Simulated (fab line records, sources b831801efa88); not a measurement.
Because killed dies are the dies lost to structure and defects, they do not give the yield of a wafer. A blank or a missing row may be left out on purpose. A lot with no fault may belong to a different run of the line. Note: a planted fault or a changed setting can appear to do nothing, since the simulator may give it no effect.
Which tool is to blame? / flow gf180mcu / 72 wafers from 24 lots sampled at 6 of the route's 602 steps

WHAT THE GAUGES SHOWED, per wafer
GF_HV_LDD_CD_MEAS_31: target cd 400 nm.
lot=L074; measured=day 11 13:29; on=cdSem-02; cdNm (nm)=400.8 401.0 401.7
lot=L075; measured=day 11 18:18; on=cdSem-01; cdNm (nm)=399.0 403.2 402.7
lot=L076; measured=day 12 06:23; on=cdSem-01; cdNm (nm)=397.0 401.2 398.2
lot=L077; measured=day 12 11:17; on=cdSem-02; cdNm (nm)=399.5 399.5 397.4
lot=L078; measured=day 12 15:51; on=cdSem-01; cdNm (nm)=403.8 402.1 401.2
lot=L079; measured=day 13 05:14; on=cdSem-01; cdNm (nm)=400.5 398.1 400.1
lot=L080; measured=day 13 06:17; on=cdSem-02; cdNm (nm)=395.6 400.4 398.8
lot=L081; measured=day 13 19:18; on=cdSem-02; cdNm (nm)=398.1 400.2 397.0
lot=L082; measured=day 14 02:08; on=cdSem-02; cdNm (nm)=396.4 399.7 401.1
lot=L083; measured=day 14 14:38; on=cdSem-02; cdNm (nm)=400.8 400.9 401.3
lot=L084; measured=day 14 20:38; on=cdSem-01; cdNm (nm)=396.3 396.5 395.9
lot=L085; measured=day 15 04:14; on=cdSem-01; cdNm (nm)=396.9 396.9 397.8
lot=L086; measured=day 15 10:55; on=cdSem-02; cdNm (nm)=401.1 400.7 401.3
lot=L087; measured=day 15 19:53; on=cdSem-01; cdNm (nm)=398.6 397.6 397.9
lot=L088; measured=day 16 02:50; on=cdSem-02; cdNm (nm)=400.0 400.0 399.7
lot=L089; measured=day 16 08:32; on=cdSem-02; cdNm (nm)=399.3 400.8 400.0
lot=L090; measured=day 16 19:35; on=cdSem-01; cdNm (nm)=400.9 398.2 401.4
lot=L091; measured=day 17 00:46; on=cdSem-02; cdNm (nm)=401.2 399.8 400.5
lot=L092; measured=day 17 11:59; on=cdSem-01; cdNm (nm)=403.4 398.2 398.4
lot=L093; measured=day 17 18:23; on=cdSem-02; cdNm (nm)=398.7 400.6 398.4
lot=L094; measured=day 18 02:25; on=cdSem-02; cdNm (nm)=397.3 399.1 399.2
lot=L095; measured=day 18 07:11; on=cdSem-02; cdNm (nm)=395.1 398.9 395.8
lot=L096; measured=day 18 17:02; on=cdSem-02; cdNm (nm)=404.1 403.6 401.6
lot=L097; measured=day 19 01:58; on=cdSem-02; cdNm (nm)=400.5 402.2 399.9

GF_HV_LDD_THK_MEAS_55.
lot=L074; measured=day 12 11:03; on=filmMetro-04; HV_LDD_CVD_54_THK (nm)=9.78 10.02 9.87
lot=L075; measured=day 12 15:58; on=filmMetro-02; HV_LDD_CVD_54_THK (nm)=9.91 9.94 9.99
lot=L076; measured=day 13 04:26; on=filmMetro-02; HV_LDD_CVD_54_THK (nm)=10.06 10.10 9.99
lot=L077; measured=day 13 09:32; on=filmMetro-04; HV_LDD_CVD_54_THK (nm)=9.86 10.01 9.96
lot=L078; measured=day 13 14:31; on=filmMetro-04; HV_LDD_CVD_54_THK (nm)=9.89 9.96 9.90
lot=L079; measured=day 14 03:58; on=filmMetro-02; HV_LDD_CVD_54_THK (nm)=9.86 9.83 9.92
lot=L080; measured=day 14 06:29; on=filmMetro-04; HV_LDD_CVD_54_THK (nm)=9.99 10.02 10.07
lot=L081; measured=day 14 18:19; on=filmMetro-04; HV_LDD_CVD_54_THK (nm)=10.09 9.92 10.03
lot=L082; measured=day 15 01:59; on=filmMetro-03; HV_LDD_CVD_54_THK (nm)=10.02 10.01 10.11
lot=L083; measured=day 15 14:09; on=filmMetro-04; HV_LDD_CVD_54_THK (nm)=10.06 10.04 10.07
lot=L084; measured=day 15 20:17; on=filmMetro-02; HV_LDD_CVD_54_THK (nm)=9.83 10.03 9.97
lot=L085; measured=day 16 05:08; on=filmMetro-04; HV_LDD_CVD_54_THK (nm)=9.92 9.94 10.08
lot=L086; measured=day 16 11:23; on=filmMetro-03; HV_LDD_CVD_54_THK (nm)=9.91 9.96 9.81
lot=L087; measured=day 16 20:27; on=filmMetro-02; HV_LDD_CVD_54_THK (nm)=9.76 9.88 9.87
lot=L088; measured=day 17 02:58; on=filmMetro-04; HV_LDD_CVD_54_THK (nm)=10.01 10.12 10.11
lot=L089; measured=day 17 09:16; on=filmMetro-02; HV_LDD_CVD_54_THK (nm)=9.81 9.79 9.81
lot=L090; measured=day 17 21:26; on=filmMetro-03; HV_LDD_CVD_54_THK (nm)=10.11 10.26 10.21
lot=L091; measured=day 18 03:23; on=filmMetro-03; HV_LDD_CVD_54_THK (nm)=9.62 9.55 9.62
lot=L092; measured=day 18 13:44; on=filmMetro-04; HV_LDD_CVD_54_THK (nm)=9.85 10.07 9.96
lot=L093; measured=day 18 20:45; on=filmMetro-02; HV_LDD_CVD_54_THK (nm)=9.92 9.97 9.88
lot=L094; measured=day 19 04:16; on=filmMetro-02; HV_LDD_CVD_54_THK (nm)=9.89 9.73 9.79
lot=L095; measured=day 19 10:22; on=filmMetro-02; HV_LDD_CVD_54_THK (nm)=10.30 10.25 10.06
lot=L096; measured=day 19 20:17; on=filmMetro-03; HV_LDD_CVD_54_THK (nm)=9.91 9.80 9.91
lot=L097; measured=day 20 04:43; on=filmMetro-04; HV_LDD_CVD_54_THK (nm)=9.93 10.00 9.95

GF_NSD_CD_MEAS_07: target cd 400 nm.
lot=L074; measured=day 13 08:45; on=cdSem-02; cdNm (nm)=395.6 397.6 397.2
lot=L075; measured=day 13 12:59; on=cdSem-02; cdNm (nm)=396.3 396.0 397.5
lot=L076; measured=day 14 01:38; on=cdSem-01; cdNm (nm)=400.4 400.7 401.6
lot=L077; measured=day 14 07:34; on=cdSem-02; cdNm (nm)=400.6 399.0 401.0
lot=L078; measured=day 14 12:53; on=cdSem-01; cdNm (nm)=394.6 393.7 394.9
lot=L079; measured=day 15 02:17; on=cdSem-02; cdNm (nm)=400.6 398.4 396.9
lot=L080; measured=day 15 06:05; on=cdSem-02; cdNm (nm)=401.0 400.2 402.0
lot=L081; measured=day 15 16:51; on=cdSem-02; cdNm (nm)=399.5 398.7 397.2
lot=L082; measured=day 16 00:47; on=cdSem-02; cdNm (nm)=397.7 397.9 396.0
lot=L083; measured=day 16 13:07; on=cdSem-02; cdNm (nm)=402.3 401.5 399.0
lot=L084; measured=day 16 20:29; on=cdSem-01; cdNm (nm)=400.4 399.9 402.3
lot=L085; measured=day 17 05:13; on=cdSem-01; cdNm (nm)=400.1 398.8 397.6
lot=L086; measured=day 17 12:20; on=cdSem-02; cdNm (nm)=401.3 399.6 395.6
lot=L087; measured=day 17 21:02; on=cdSem-02; cdNm (nm)=396.8 397.1 399.8
lot=L088; measured=day 18 04:09; on=cdSem-02; cdNm (nm)=397.2 399.0 399.2
lot=L089; measured=day 18 09:50; on=cdSem-02; cdNm (nm)=396.7 398.4 400.8
lot=L090; measured=day 18 22:22; on=cdSem-02; cdNm (nm)=398.2 398.1 397.3
lot=L091; measured=day 19 05:50; on=cdSem-02; cdNm (nm)=402.7 403.1 402.2
lot=L092; measured=day 19 15:41; on=cdSem-02; cdNm (nm)=402.5 399.9 399.9
lot=L093; measured=day 19 22:23; on=cdSem-02; cdNm (nm)=401.8 404.8 402.5
lot=L094; measured=day 20 05:49; on=cdSem-02; cdNm (nm)=399.8 400.7 401.6
lot=L095; measured=day 20 13:04; on=cdSem-02; cdNm (nm)=400.7 402.1 402.5
lot=L096; measured=day 20 22:02; on=cdSem-02; cdNm (nm)=400.5 401.4 399.9
lot=L097; measured=day 21 10:40; on=cdSem-02; cdNm (nm)=398.8 396.3 396.6

GF_V4_OVL_MEAS_15.
lot=L074; measured=day 24 11:08; on=overlay-01; V4_OVL (nm)=-7 -2 -6
lot=L075; measured=day 24 16:08; on=overlay-01; V4_OVL (nm)=-1 2 1
lot=L076; measured=day 25 03:53; on=overlay-02; V4_OVL (nm)=-4 -4 5
lot=L077; measured=day 25 12:59; on=overlay-02; V4_OVL (nm)=-10 -1 3
lot=L078; measured=day 25 16:11; on=overlay-01; V4_OVL (nm)=0 9 1
lot=L079; measured=day 26 04:40; on=overlay-02; V4_OVL (nm)=-8 2 -10
lot=L080; measured=day 26 10:33; on=overlay-02; V4_OVL (nm)=7 5 8
lot=L081; measured=day 26 17:33; on=overlay-02; V4_OVL (nm)=-4 -13 -9
lot=L082; measured=day 27 02:15; on=overlay-01; V4_OVL (nm)=-2 0 4
lot=L083; measured=day 27 14:41; on=overlay-01; V4_OVL (nm)=-3 6 -7
lot=L084; measured=day 27 18:36; on=overlay-01; V4_OVL (nm)=-3 1 -9
lot=L085; measured=day 28 06:53; on=overlay-02; V4_OVL (nm)=-10 -11 -1
lot=L086; measured=day 28 10:53; on=overlay-02; V4_OVL (nm)=-15 -2 -2
lot=L087; measured=day 28 14:24; on=overlay-02; V4_OVL (nm)=-8 -4 1
lot=L088; measured=day 29 00:00; on=overlay-02; V4_OVL (nm)=-9 -5 -4
lot=L089; measured=day 29 04:42; on=overlay-02; V4_OVL (nm)=-3 -4 -2
lot=L090; measured=day 29 10:38; on=overlay-02; V4_OVL (nm)=-5 -9 -2
lot=L091; measured=day 29 22:42; on=overlay-02; V4_OVL (nm)=-9 -17 -5
lot=L092; measured=day 30 02:10; on=overlay-02; V4_OVL (nm)=7 -2 11
lot=L093; measured=day 30 06:45; on=overlay-02; V4_OVL (nm)=-6 -13 -7
lot=L094; measured=day 30 15:08; on=overlay-01; V4_OVL (nm)=-11 -1 -3
lot=L095; measured=day 30 20:05; on=overlay-01; V4_OVL (nm)=-14 -13 5
lot=L096; measured=day 31 00:18; on=overlay-01; V4_OVL (nm)=-3 -11 -5
lot=L097; measured=day 31 08:51; on=overlay-01; V4_OVL (nm)=2 3 -8

WHAT TOOL EACH LOT RAN ON (gives the tool, then ch and the chambers of the sampled wafers, and finally the start)
lot=L074; GF_V2_CVD_23=cvdW-02 ch 0,1, day 20 06:50; GF_M3_SPUTTER_02=pvdSputter-02, day 20 07:34
lot=L075; GF_V2_CVD_23=cvdW-01 ch 0,1, day 20 13:51; GF_M3_SPUTTER_02=pvdSputter-01, day 20 14:35
lot=L076; GF_V2_CVD_23=cvdW-02 ch 0,1, day 21 04:03; GF_M3_SPUTTER_02=pvdSputter-01, day 21 04:47
lot=L077; GF_V2_CVD_23=cvdW-02 ch 0,1, day 21 12:40; GF_M3_SPUTTER_02=pvdSputter-04, day 21 13:37
lot=L078; GF_V2_CVD_23=cvdW-02 ch 0,1, day 21 16:21; GF_M3_SPUTTER_02=pvdSputter-02, day 21 17:04
lot=L079; GF_V2_CVD_23=cvdW-01 ch 0,1, day 22 06:35; GF_M3_SPUTTER_02=pvdSputter-02, day 22 07:16
lot=L080; GF_V2_CVD_23=cvdW-01 ch 0,1, day 22 12:47; GF_M3_SPUTTER_02=pvdSputter-02, day 22 13:49
lot=L081; GF_V2_CVD_23=cvdW-02 ch 0,1, day 22 20:38; GF_M3_SPUTTER_02=pvdSputter-04, day 22 21:24
lot=L082; GF_V2_CVD_23=cvdW-01 ch 0,1, day 23 06:44; GF_M3_SPUTTER_02=pvdSputter-01, day 23 07:28
lot=L083; GF_V2_CVD_23=cvdW-01 ch 0,1, day 23 20:53; GF_M3_SPUTTER_02=pvdSputter-04, day 23 21:37
lot=L084; GF_V2_CVD_23=cvdW-01 ch 0,1, day 24 01:13; GF_M3_SPUTTER_02=pvdSputter-04, day 24 01:55
lot=L085; GF_V2_CVD_23=cvdW-01 ch 0,1, day 24 14:13; GF_M3_SPUTTER_02=pvdSputter-01, day 24 14:56
lot=L086; GF_V2_CVD_23=cvdW-01 ch 0,1, day 24 19:48; GF_M3_SPUTTER_02=pvdSputter-02, day 24 20:32
lot=L087; GF_V2_CVD_23=cvdW-01 ch 0,1, day 24 23:11; GF_M3_SPUTTER_02=pvdSputter-04, day 24 23:55
lot=L088; GF_V2_CVD_23=cvdW-02 ch 0,1, day 25 11:44; GF_M3_SPUTTER_02=pvdSputter-01, day 25 12:28
lot=L089; GF_V2_CVD_23=cvdW-01 ch 0,1, day 25 15:05; GF_M3_SPUTTER_02=pvdSputter-02, day 25 15:46
lot=L090; GF_V2_CVD_23=cvdW-02 ch 0,1, day 25 22:32; GF_M3_SPUTTER_02=pvdSputter-02, day 25 23:14
lot=L091; GF_V2_CVD_23=cvdW-02 ch 0,1, day 26 11:43; GF_M3_SPUTTER_02=pvdSputter-01, day 26 12:26
lot=L092; GF_V2_CVD_23=cvdW-01 ch 0,1, day 26 15:49; GF_M3_SPUTTER_02=pvdSputter-04, day 26 16:30
lot=L093; GF_V2_CVD_23=cvdW-02 ch 0,1, day 26 19:38; GF_M3_SPUTTER_02=pvdSputter-01, day 26 20:22
lot=L094; GF_V2_CVD_23=cvdW-02 ch 0,1, day 27 05:50; GF_M3_SPUTTER_02=pvdSputter-01, day 27 06:31
lot=L095; GF_V2_CVD_23=cvdW-02 ch 0,1, day 27 10:34; GF_M3_SPUTTER_02=pvdSputter-02, day 27 11:22
lot=L096; GF_V2_CVD_23=cvdW-02 ch 0,1, day 27 16:17; GF_M3_SPUTTER_02=pvdSputter-04, day 27 16:58
lot=L097; GF_V2_CVD_23=cvdW-01 ch 0,1, day 28 01:26; GF_M3_SPUTTER_02=pvdSputter-01, day 28 02:09
- GF_V2_CVD_23: deposits W, target thk 350 nm, time 104.94 s.
- GF_M3_SPUTTER_02: material AlCu, target thk 450 nm, time 23.9 s.

AS READ BY THE TOOLS THEMSELVES (means over the sampled wafers that have a number; for cases with no such wafer, the mark the record gives instead)
GF_V2_CVD_23.
lot=L074; tool=cvdW-02; heaterPowerW (W)=953
lot=L075; tool=cvdW-01; heaterPowerW (W)=869
lot=L076; tool=cvdW-02; heaterPowerW (W)=943
lot=L077; tool=cvdW-02; heaterPowerW (W)=955
lot=L078; tool=cvdW-02; heaterPowerW (W)=936
lot=L079; tool=cvdW-01; heaterPowerW (W)=861
lot=L080; tool=cvdW-01; heaterPowerW (W)=871
lot=L081; tool=cvdW-02; heaterPowerW (W)=949
lot=L082; tool=cvdW-01; heaterPowerW (W)=862
lot=L083; tool=cvdW-01; heaterPowerW (W)=865
lot=L084; tool=cvdW-01; heaterPowerW (W)=861
lot=L085; tool=cvdW-01; heaterPowerW (W)=871
lot=L086; tool=cvdW-01; heaterPowerW (W)=909
lot=L087; tool=cvdW-01; heaterPowerW (W)=924
lot=L088; tool=cvdW-02; heaterPowerW (W)=927
lot=L089; tool=cvdW-01; heaterPowerW (W)=865
lot=L090; tool=cvdW-02; heaterPowerW (W)=968
lot=L091; tool=cvdW-02; heaterPowerW (W)=956
lot=L092; tool=cvdW-01; heaterPowerW (W)=911
lot=L093; tool=cvdW-02; heaterPowerW (W)=950
lot=L094; tool=cvdW-02; heaterPowerW (W)=963
lot=L095; tool=cvdW-02; heaterPowerW (W)=937
lot=L096; tool=cvdW-02; heaterPowerW (W)=932
lot=L097; tool=cvdW-01; heaterPowerW (W)=867

GF_M3_SPUTTER_02.
lot=L074; tool=pvdSputter-02; chamberPressurePa (Pa)=0.3995; throttleValvePct (%)=30.9
lot=L075; tool=pvdSputter-01; chamberPressurePa (Pa)=0.4005; throttleValvePct (%)=30.8
lot=L076; tool=pvdSputter-01; chamberPressurePa (Pa)=0.3995; throttleValvePct (%)=30.6
lot=L077; tool=pvdSputter-04; chamberPressurePa (Pa)=0.4003; throttleValvePct (%)=30.7
lot=L078; tool=pvdSputter-02; chamberPressurePa (Pa)=0.4005; throttleValvePct (%)=30.7
lot=L079; tool=pvdSputter-02; chamberPressurePa (Pa)=0.4003; throttleValvePct (%)=30.7
lot=L080; tool=pvdSputter-02; chamberPressurePa (Pa)=0.4008; throttleValvePct (%)=30.0
lot=L081; tool=pvdSputter-04; chamberPressurePa (Pa)=0.4003; throttleValvePct (%)=30.1
lot=L082; tool=pvdSputter-01; chamberPressurePa (Pa)=0.4003; throttleValvePct (%)=30.9
lot=L083; tool=pvdSputter-04; chamberPressurePa (Pa)=0.3998; throttleValvePct (%)=30.2
lot=L084; tool=pvdSputter-04; chamberPressurePa (Pa)=0.4002; throttleValvePct (%)=30.5
lot=L085; tool=pvdSputter-01; chamberPressurePa (Pa)=0.3996; throttleValvePct (%)=30.7
lot=L086; tool=pvdSputter-02; chamberPressurePa (Pa)=0.3996; throttleValvePct (%)=30.7
lot=L087; tool=pvdSputter-04; chamberPressurePa (Pa)=0.3998; throttleValvePct (%)=29.8
lot=L088; tool=pvdSputter-01; chamberPressurePa (Pa)=0.3996; throttleValvePct (%)=30.5
lot=L089; tool=pvdSputter-02; chamberPressurePa (Pa)=0.4000; throttleValvePct (%)=30.7
lot=L090; tool=pvdSputter-02; chamberPressurePa (Pa)=0.4000; throttleValvePct (%)=30.8
lot=L091; tool=pvdSputter-01; chamberPressurePa (Pa)=0.3998; throttleValvePct (%)=30.8
lot=L092; tool=pvdSputter-04; chamberPressurePa (Pa)=0.4000; throttleValvePct (%)=30.1
lot=L093; tool=pvdSputter-01; chamberPressurePa (Pa)=0.3993; throttleValvePct (%)=29.8
lot=L094; tool=pvdSputter-01; chamberPressurePa (Pa)=0.4002; throttleValvePct (%)=30.6
lot=L095; tool=pvdSputter-02; chamberPressurePa (Pa)=0.3998; throttleValvePct (%)=30.0
lot=L096; tool=pvdSputter-04; chamberPressurePa (Pa)=0.4003; throttleValvePct (%)=30.2
lot=L097; tool=pvdSputter-01; chamberPressurePa (Pa)=0.3996; throttleValvePct (%)=30.1

THE ANSWER, worked out from the rows above alone
Rule: what is usual is taken from the lots themselves. Put in order of their means at a reading, lots are off if they are a third of the lots or fewer, leave a main group of 4 or more, and stand apart from it by a gap of 3 or more times the standard deviation of the main group's means; of several such gaps the widest counts. Not used: any main group whose means are identical at the precision the tables above print for the reading. A lot without any number at a reading at which 4 lots or more have one is off too. The other lots that the step has rows for count as sound. Order of review: gauges by route order, followed by the tools' own readings, for which a lot's mean as printed above is used. The first step at which some lot is off is used, and at that step the reading that is off furthest; a lot without a number counts as furthest.
No lot is off on any of the readings shown, so nothing can be concluded from this.

WHAT WAS PUT IN BY THE SIMULATOR
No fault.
